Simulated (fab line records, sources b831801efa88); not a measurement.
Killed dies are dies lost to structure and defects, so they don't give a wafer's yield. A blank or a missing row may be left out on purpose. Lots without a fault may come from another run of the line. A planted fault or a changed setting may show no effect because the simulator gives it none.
Which tool did it? | flow gf180mcu | 13 lots, 39 wafers sampled, at 6 steps of a route of 602

WHAT THE GAUGES READ, wafer by wafer
GF_PSD_RS_MEAS_14: measures by four-point-probe. Usual: NSD_RS 46.15 ohm/sq, standard deviation 0.083.
lot  | measured     | on            | NSD_RS (ohm/sq)   | flag
L402 | day 14 16:18 | film_metro-03 | 46.26 46.33 46.19 |
L403 | day 14 21:55 | film_metro-02 | 46.17 46.25 46.22 |
L405 | day 15 16:31 | film_metro-02 | 46.09 46.08 46.09 |
L404 | day 15 22:01 | film_metro-01 | 45.98 46.15 46.06 |
L411 | day 18 00:48 | film_metro-02 | 46.14 46.04 46.21 |
L412 | day 18 10:36 | film_metro-03 | 43.33 43.28 43.26 | OFF
L413 | day 18 18:37 | film_metro-03 | 43.37 43.28 43.30 | OFF
L419 | day 20 13:42 | film_metro-01 | 46.20 46.15 46.22 |
L420 | day 21 03:59 | film_metro-02 | 46.05 46.05 46.15 |
L421 | day 21 08:51 | film_metro-02 | 46.04 46.19 46.01 |
L422 | day 21 17:25 | film_metro-02 | 46.09 46.07 46.10 |
L423 | day 22 01:32 | film_metro-03 | 46.17 46.14 46.22 |
L424 | day 22 06:48 | film_metro-03 | 46.32 46.27 46.26 |

GF_PSD_RS_MEAS_15: measures by four-point-probe. Usual: PSD_RS 109.05 ohm/sq, standard deviation 0.25.
lot  | measured     | on            | PSD_RS (ohm/sq)      | flag
L402 | day 14 16:25 | film_metro-03 | 109.20 109.13 109.34 |
L403 | day 14 22:02 | film_metro-02 | 108.94 109.06 109.08 |
L405 | day 15 16:38 | film_metro-02 | 108.98 108.92 108.70 |
L404 | day 15 22:08 | film_metro-01 | 108.70 108.81 109.10 |
L411 | day 18 00:55 | film_metro-02 | 108.78 108.55 108.67 |
L412 | day 18 10:43 | film_metro-03 | 103.01 103.01 102.84 | OFF
L413 | day 18 18:44 | film_metro-03 | 103.11 103.26 103.05 | OFF
L419 | day 20 13:49 | film_metro-01 | 109.40 109.68 109.53 |
L420 | day 21 04:07 | film_metro-02 | 109.13 109.50 108.84 |
L421 | day 21 08:58 | film_metro-02 | 109.14 108.79 108.65 |
L422 | day 21 17:32 | film_metro-02 | 109.26 108.56 108.91 |
L423 | day 22 01:40 | film_metro-03 | 108.88 109.53 109.24 |
L424 | day 22 06:55 | film_metro-03 | 109.20 109.48 109.55 |

GF_CONTACT_RS_MEAS_25: measures by four-point-probe. Usual: CONTACT_W_RS 0.386 ohm/sq, standard deviation 0.0035.
lot  | measured     | on            | CONTACT_W_RS (ohm/sq) | flag
L402 | day 16 14:19 | film_metro-02 | 0.384 0.386 0.383     |
L403 | day 16 20:55 | film_metro-02 | 0.385 0.384 0.380     |
L405 | day 17 19:34 | film_metro-02 | 0.383 0.382 0.386     |
L404 | day 17 20:26 | film_metro-04 | 0.380 0.383 0.380     |
L411 | day 20 02:25 | film_metro-04 | 0.386 0.386 0.387     |
L412 | day 20 13:19 | film_metro-01 | 0.384 0.380 0.380     |
L413 | day 20 22:03 | film_metro-02 | 0.383 0.388 0.381     |
L419 | day 22 15:32 | film_metro-04 | 0.383 0.385 0.386     |
L420 | day 23 05:47 | film_metro-02 | 0.382 0.388 0.385     |
L421 | day 23 09:56 | film_metro-01 | 0.383 0.381 0.383     |
L422 | day 23 18:11 | film_metro-02 | 0.377 0.385 0.384     |
L423 | day 24 00:12 | film_metro-04 | 0.395 0.390 0.389     |
L424 | day 24 07:10 | film_metro-01 | 0.388 0.385 0.388     |

GF_CONTACT_THK_MEAS_26: measures by xrf. Usual: CONTACT_W_THK 286 nm, standard deviation 3.
lot  | measured     | on            | CONTACT_W_THK (nm) | flag
L402 | day 16 14:26 | film_metro-02 | 288 289 289        |
L403 | day 16 21:02 | film_metro-02 | 289 289 291        |
L405 | day 17 19:41 | film_metro-02 | 290 291 288        |
L404 | day 17 20:33 | film_metro-04 | 287 285 287        |
L411 | day 20 02:31 | film_metro-04 | 281 284 282        |
L412 | day 20 13:26 | film_metro-01 | 287 289 289        |
L413 | day 20 22:10 | film_metro-02 | 292 288 293        |
L419 | day 22 15:39 | film_metro-04 | 286 285 284        |
L420 | day 23 05:55 | film_metro-02 | 290 286 288        |
L421 | day 23 10:03 | film_metro-01 | 288 292 288        |
L422 | day 23 18:17 | film_metro-02 | 293 288 289        |
L423 | day 24 00:19 | film_metro-04 | 279 282 282        |
L424 | day 24 07:17 | film_metro-01 | 284 285 283        |

WHICH TOOL RAN EACH LOT (tool, then ch and the chambers of the sampled wafers, then the start)
lot  | GF_PSD_RTA_13                    | GF_CONTACT_CVD_24
L402 | rtp_anneal-01 ch 0, day 14 16:13 | cvd_w-02 ch 0,1, day 16 14:13
L403 | rtp_anneal-02 ch 0, day 14 21:50 | cvd_w-02 ch 0,1, day 16 20:49
L405 | rtp_anneal-01 ch 0, day 15 16:26 | cvd_w-01 ch 1, day 17 19:28
L404 | rtp_anneal-01 ch 0, day 15 21:56 | cvd_w-02 ch 0,1, day 17 20:20
L411 | rtp_anneal-01 ch 0, day 18 00:42 | cvd_w-02 ch 0,1, day 20 02:19
L412 | rtp_anneal-02 ch 0, day 18 10:31 | cvd_w-02 ch 0,1, day 20 13:13
L413 | rtp_anneal-02 ch 0, day 18 18:32 | cvd_w-01 ch 1, day 20 21:56
L419 | rtp_anneal-01 ch 0, day 20 13:37 | cvd_w-02 ch 0,1, day 22 15:26
L420 | rtp_anneal-02 ch 0, day 21 03:55 | cvd_w-02 ch 0,1, day 23 05:41
L421 | rtp_anneal-02 ch 0, day 21 08:46 | cvd_w-01 ch 0,1, day 23 09:50
L422 | rtp_anneal-01 ch 0, day 21 17:19 | cvd_w-01 ch 0,1, day 23 18:05
L423 | rtp_anneal-01 ch 0, day 22 01:28 | cvd_w-01 ch 0,1, day 24 00:06
L424 | rtp_anneal-02 ch 0, day 22 06:43 | cvd_w-01 ch 0,1, day 24 07:04
- GF_PSD_RTA_13: time 20 s.
- GF_CONTACT_CVD_24: deposits W, target thk 300 nm, time 90.339 s.

WHAT THE TOOLS THEMSELVES READ (means of the sampled wafers that have a number; where no wafer has one, the mark that the record gives instead)
GF_PSD_RTA_13. Usual: anneal_temp_c_max 1028.5, standard deviation 0.74; lamp_power_pct 36.38 %, standard deviation 0.054; run_length_s 48.5 s, standard deviation 0.35; wafer_temp_C_max 1029.1, standard deviation 1.8.
lot  | tool          | anneal_temp_c_max | lamp_power_pct (%) | run_length_s (s) | wafer_temp_C_max | flag
L402 | rtp_anneal-01 | 1028.3            | 36.33              | 48.7             | 1029.5           |
L403 | rtp_anneal-02 | 1028.3            | 36.40              | 48.1             | 1027.9           |
L405 | rtp_anneal-01 | 1028.2            | 36.31              | 48.9             | 1030.2           |
L404 | rtp_anneal-01 | 1028.9            | 36.30              | 48.9             | 1030.9           |
L411 | rtp_anneal-01 | 1028.3            | 36.31              | 49.1             | 1031.4           |
L412 | rtp_anneal-02 | 1028.1            | 36.41              | 62.8             | 1026.9           | OFF
L413 | rtp_anneal-02 | 1027.9            | 36.43              | 62.7             | 1027.7           | OFF
L419 | rtp_anneal-01 | 1028.6            | 36.35              | 48.9             | 1031.5           |
L420 | rtp_anneal-02 | 1029.0            | 36.39              | 48.2             | 1027.8           |
L421 | rtp_anneal-02 | 1029.2            | 36.42              | 48.2             | 1026.9           |
L422 | rtp_anneal-01 | 1028.7            | 36.33              | 48.8             | 1029.8           |
L423 | rtp_anneal-01 | 1029.3            | 36.36              | 48.8             | 1031.8           |
L424 | rtp_anneal-02 | 1028.7            | 36.44              | 48.2             | 1027.8           |

GF_CONTACT_CVD_24. Usual: heater_power_w 827 W, standard deviation 82.
lot  | tool     | heater_power_w (W) | flag
L402 | cvd_w-02 | 912                |
L403 | cvd_w-02 | 842                |
L405 | cvd_w-01 | 818                |
L404 | cvd_w-02 | 877                |
L411 | cvd_w-02 | 861                |
L412 | cvd_w-02 | 791                |
L413 | cvd_w-01 | 795                |
L419 | cvd_w-02 | 798                |
L420 | cvd_w-02 | 786                |
L421 | cvd_w-01 | 802                |
L422 | cvd_w-01 | 810                |
L423 | cvd_w-01 | 813                |
L424 | cvd_w-01 | 807                |

THE ANSWER, worked out from the rows above alone
Rule: a lot is off if the mean of its wafers that have a number lies more than 3 standard deviations from the usual mean. A lot without any number at a reading at which 4 lots or more have one is off too. The other lots that the step has rows for count as sound. The gauges are gone through in route order, then the tools' own readings, and for those a lot's mean is taken as printed above. The first step at which some lot is off is used, and at that step the reading that is off furthest; a lot without a number counts as furthest.
Off: L412, L413, at GF_PSD_RS_MEAS_14 (NSD_RS).
A tool fits if, at a process step before that reading, it ran every lot that is off, and no sound lot after the first of them. The gauges at GF_PSD_RS_MEAS_14 aren't tried: what is off there is off at GF_PSD_RTA_13 too, on other tools, and a gauge's error can't cause that. None of those tried fits.

WHAT THE SIMULATOR HAD PUT IN
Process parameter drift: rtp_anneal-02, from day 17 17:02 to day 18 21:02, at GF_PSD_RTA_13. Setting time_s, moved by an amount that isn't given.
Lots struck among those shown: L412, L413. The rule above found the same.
